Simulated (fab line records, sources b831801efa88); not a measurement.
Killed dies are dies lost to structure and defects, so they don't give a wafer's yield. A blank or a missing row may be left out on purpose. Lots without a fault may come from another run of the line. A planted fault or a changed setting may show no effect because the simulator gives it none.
Which tool did it? | flow gf180mcu | 11 lots, 33 wafers sampled, at 5 steps of a route of 602

WHAT THE GAUGES READ, wafer by wafer
GF_M1_RS_MEAS_05: measures by four-point-probe.
lot  | measured     | on            | M1_ALCU_RS (ohm/sq)
L434 | day 16 16:56 | film_metro-03 | 0.0705 0.0706 0.0693
L436 | day 17 13:35 | film_metro-01 | 0.0699 0.0702 0.0690
L438 | day 18 14:10 | film_metro-02 | 0.0681 0.0690 0.0689
L442 | day 19 17:23 | film_metro-03 | 0.0703 0.0708 0.0709
L444 | day 20 02:17 | film_metro-03 | 0.0699 0.0712 0.0700
L445 | day 20 22:36 | film_metro-01 | 0.0691 0.0696 0.0686
L447 | day 21 18:02 | film_metro-01 | 0.0686 0.0692 0.0700
L449 | day 21 22:20 | film_metro-02 | 0.0694 0.0690 0.0692
L448 | day 21 23:26 | film_metro-02 | 0.0702 0.0699 0.0696
L454 | day 23 19:12 | film_metro-02 | 0.0703 0.0692 0.0685
L456 | day 24 15:06 | film_metro-02 | 0.0676 0.0688 0.0677

GF_M1_THK_MEAS_06: measures by xrf.
lot  | measured     | on            | M1_ALCU_THK (nm)
L434 | day 16 17:03 | film_metro-03 | 445 445 454
L436 | day 17 13:42 | film_metro-01 | 449 447 456
L438 | day 18 14:17 | film_metro-02 | 464 458 458
L442 | day 19 17:30 | film_metro-03 | 448 445 447
L444 | day 20 02:23 | film_metro-03 | 450 439 448
L445 | day 20 22:43 | film_metro-01 | 453 450 458
L447 | day 21 18:08 | film_metro-01 | 456 455 446
L449 | day 21 22:27 | film_metro-02 | 456 459 457
L448 | day 21 23:34 | film_metro-02 | 453 452 454
L454 | day 23 19:18 | film_metro-02 | 447 455 463
L456 | day 24 15:13 | film_metro-02 | 467 459 467

GF_V1_THK_MEAS_03.
lot  | measured     | on            | V1_CVD_02_THK (nm)
L434 | day 17 16:28 | film_metro-03 | 833 852 859
L436 | day 18 14:34 | film_metro-04 | 853 838 865
L438 | day 19 15:10 | film_metro-01 | 842 847 850
L442 | day 20 18:10 | film_metro-04 | 834 854 855
L444 | day 21 03:25 | film_metro-03 | 846 853 859
L445 | day 21 23:26 | film_metro-01 | 854 867 860
L447 | day 22 18:09 | film_metro-04 | 847 843 853
L449 | day 22 23:07 | film_metro-03 | 833 845 855
L448 | day 23 00:20 | film_metro-04 | 850 854 713
L454 | day 24 18:10 | film_metro-03 | 836 850 845
L456 | day 25 14:09 | film_metro-01 | 849 860 863

WHICH TOOL RAN EACH LOT (tool, then ch and the chambers of the sampled wafers, then the start)
lot  | GF_M1_STRIP_17                       | GF_V1_CVD_02
L434 | plasma_asher-03 ch 0,1, day 17 15:44 | pecvd-02 ch 0,1,2, day 17 16:24
L436 | plasma_asher-04 ch 0,1, day 18 13:47 | pecvd-04 ch 0,1, day 18 14:29
L438 | plasma_asher-03 ch 0,1, day 19 14:26 | pecvd-02 ch 0,1, day 19 15:06
L442 | plasma_asher-02 ch 0,1, day 20 17:17 | pecvd-04 ch 0,2, day 20 18:05
L444 | plasma_asher-02 ch 0,1, day 21 02:40 | pecvd-04 ch 0,2, day 21 03:19
L445 | plasma_asher-03 ch 0,1, day 21 22:37 | pecvd-01 ch 0,1, day 21 23:21
L447 | plasma_asher-03 ch 0,1, day 22 17:25 | pecvd-01 ch 0,1,2, day 22 18:05
L449 | plasma_asher-03 ch 0, day 22 22:21   | pecvd-02 ch 0,1, day 22 23:01
L448 | plasma_asher-02 ch 0,1, day 22 23:32 | pecvd-04 ch 0,1,2, day 23 00:16
L454 | plasma_asher-04 ch 0,1, day 24 17:18 | pecvd-01 ch 0,1,2, day 24 18:04
L456 | plasma_asher-02 ch 0,1, day 25 13:23 | pecvd-02 ch 0,2, day 25 14:05
- GF_M1_STRIP_17: strips in O2/N2.
- GF_V1_CVD_02: deposits SiO2 from TEOS, target thk 850 nm, time 94.851 s.

WHAT THE TOOLS THEMSELVES READ (means of the sampled wafers that have a number; where no wafer has one, the mark that the record gives instead)
GF_M1_STRIP_17.
lot  | tool            | drypump_motor_current_A (A) | heater_power_w (W) | oes_product_au (a.u.) | platen_temp_c (C) | strip_time_to_endpoint_s (s)
L434 | plasma_asher-03 | 5.7                         | 318                | 0.541                 | 250.06            | 7.63
L436 | plasma_asher-04 | 6.5                         | 353                | 0.534                 | 250.13            | 7.58
L438 | plasma_asher-03 | 5.4                         | 343                | 0.534                 | 249.98            | 7.53
L442 | plasma_asher-02 | 5.3                         | 305                | 0.540                 | 250.07            | 7.55
L444 | plasma_asher-02 | 5.5                         | 320                | 0.539                 | 250.07            | 7.60
L445 | plasma_asher-03 | 5.7                         | 318                | 0.534                 | 249.92            | 7.53
L447 | plasma_asher-03 | 5.7                         | 319                | 0.535                 | 250.00            | 7.56
L449 | plasma_asher-03 | 6.0                         | 289                | 0.532                 | 250.01            | 7.53
L448 | plasma_asher-02 | 5.6                         | 315                | 0.532                 | 249.97            | 7.56
L454 | plasma_asher-04 | 6.3                         | 333                | 0.535                 | 249.97            | 7.55
L456 | plasma_asher-02 | 5.3                         | 311                | 0.537                 | 249.94            | 7.58

GF_V1_CVD_02.
lot  | tool     | heater_power_w (W) | run_length_s (s)
L434 | pecvd-02 | 639                | 123.0
L436 | pecvd-04 | 590                | 122.6
L438 | pecvd-02 | 683                | 122.9
L442 | pecvd-04 | 603                | 122.5
L444 | pecvd-04 | 617                | 122.7
L445 | pecvd-01 | 709                | 123.6
L447 | pecvd-01 | 770                | 123.5
L449 | pecvd-02 | 692                | 122.8
L448 | pecvd-04 | 624                | 117.4
L454 | pecvd-01 | 741                | 123.3
L456 | pecvd-02 | 599                | 123.0

THE ANSWER, worked out from the rows above alone
Rule: what is usual is taken from the lots themselves. Put in order of their means at a reading, lots are off if they are a third of the lots or fewer, leave a main group of 4 or more, and stand apart from it by a gap of 3 or more times the standard deviation of the main group's means; of several such gaps the widest counts. A main group whose means are all the same, to the digits that the tables above print for the reading, isn't used. A lot without any number at a reading at which 4 lots or more have one is off too. The other lots that the step has rows for count as sound. The gauges are gone through in route order, then the tools' own readings, and for those a lot's mean is taken as printed above. The first step at which some lot is off is used, and at that step the reading that is off furthest; a lot without a number counts as furthest.
Off: L448, at GF_V1_THK_MEAS_03 (V1_CVD_02_THK). The main group: mean 850 nm, standard deviation 5.2.
A tool fits if, at a process step before that reading, it ran every lot that is off, and no sound lot after the first of them. The gauges at GF_V1_THK_MEAS_03 aren't tried: what is off there is off at GF_V1_CVD_02 too, on other tools, and a gauge's error can't cause that. One fits: pecvd-04 at GF_V1_CVD_02. Its last sound lot is L444 (day 21 03:19), its first lot that is off L448 (day 23 00:16): a fault that began between those two fits.
The tool's own readings at GF_V1_CVD_02 bear it out: on the lots that are off they differ by more than 5 times the standard deviation of the sound lots' means. run_length_s reads 117.4 s there against 123.0 s on the sound lots.

WHAT THE SIMULATOR HAD PUT IN
Process parameter drift: pecvd-04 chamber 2, from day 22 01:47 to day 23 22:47, at GF_V1_CVD_02. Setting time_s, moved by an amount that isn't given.
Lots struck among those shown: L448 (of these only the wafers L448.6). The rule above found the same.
